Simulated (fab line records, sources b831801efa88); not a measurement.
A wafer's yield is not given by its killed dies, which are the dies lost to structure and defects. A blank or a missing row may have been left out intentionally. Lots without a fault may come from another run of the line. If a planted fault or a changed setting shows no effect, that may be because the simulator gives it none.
Chamber matching || flow sky130 || rie_diel-04 running SKY_VIA4_ETCH_12: 4 sister chambers
The step etches SiO2 in C4F8/O2/Ar, stops on TiN, target depth 580 nm. 8 wafers are shown with their chamber, then 8 later ones without.

== WAFERS PAIRED WITH THEIR CHAMBERS ==
{"wafer": "L748.5", "chamber": 1, "bias_w (W)": 1165, "oes_product_au (a.u.)": 0.921}
{"wafer": "L748.6", "chamber": 2, "bias_w (W)": 1159, "oes_product_au (a.u.)": 0.921}
{"wafer": "L749.2", "chamber": 3, "bias_w (W)": 1161, "oes_product_au (a.u.)": 0.921}
{"wafer": "L749.6", "chamber": 2, "bias_w (W)": 1161, "oes_product_au (a.u.)": 0.927}
{"wafer": "L751.1", "chamber": 0, "bias_w (W)": 1166, "oes_product_au (a.u.)": 0.928}
{"wafer": "L751.2", "chamber": 1, "bias_w (W)": 1164, "oes_product_au (a.u.)": 0.935}
{"wafer": "L751.4", "chamber": 3, "bias_w (W)": 1161, "oes_product_au (a.u.)": 0.919}
{"wafer": "L754.1", "chamber": 0, "bias_w (W)": 1162, "oes_product_au (a.u.)": 0.926}

== WAFERS WHOSE CHAMBER IS MISSING ==
{"wafer": "L754.2", "bias_w (W)": 1157, "oes_product_au (a.u.)": 0.925}
{"wafer": "L754.6", "bias_w (W)": 1162, "oes_product_au (a.u.)": 0.924}
{"wafer": "L753.1", "bias_w (W)": 1166, "oes_product_au (a.u.)": 0.924}
{"wafer": "L753.3", "bias_w (W)": 1161, "oes_product_au (a.u.)": 0.928}
{"wafer": "L753.6", "bias_w (W)": 1164, "oes_product_au (a.u.)": 0.934}
{"wafer": "L761.1", "bias_w (W)": 1162, "oes_product_au (a.u.)": 0.926}
{"wafer": "L761.2", "bias_w (W)": 1163, "oes_product_au (a.u.)": 0.917}
{"wafer": "L761.3", "bias_w (W)": 1161, "oes_product_au (a.u.)": 0.932}

== THE CHAMBER EACH PASSED THROUGH ==
{"wafer": "L754.2", "from the rows above": "can't be placed: 2 or 3", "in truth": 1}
{"wafer": "L754.6", "from the rows above": "can't be placed: 3 or 2 or 0 or 1", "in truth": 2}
{"wafer": "L753.1", "from the rows above": "can't be placed: 1 or 0 or 3", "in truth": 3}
{"wafer": "L753.3", "from the rows above": "can't be placed: 2 or 3 or 0 or 1", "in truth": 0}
{"wafer": "L753.6", "from the rows above": "can't be placed: 1 or 0 or 2", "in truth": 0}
{"wafer": "L761.1", "from the rows above": "can't be placed: 0 or 3 or 2 or 1", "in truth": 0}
{"wafer": "L761.2", "from the rows above": "can't be placed: 3 or 0 or 1 or 2", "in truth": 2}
{"wafer": "L761.3", "from the rows above": "can't be placed: 2 or 0 or 3 or 1", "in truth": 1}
0 of 8 placed correctly. Unplaceable from these rows: 8, with the true chamber sitting among the candidates in 7. Placed wrongly: 0.
How it was worked out, from the rows above alone: a wafer's distance from a chamber is the root of the sum, over the readings, of the square of ((its reading less the chamber's mean) divided by the reading's scatter). The wafer belongs to the nearest chamber; if the next one is less than 2 further off, it can't be placed. The mean given for a chamber averages the wafers shown for that chamber. The scatter: the root of (the sum of the squares of (reading less its chamber's mean) over the shown wafers, divided by (wafers less chambers)).
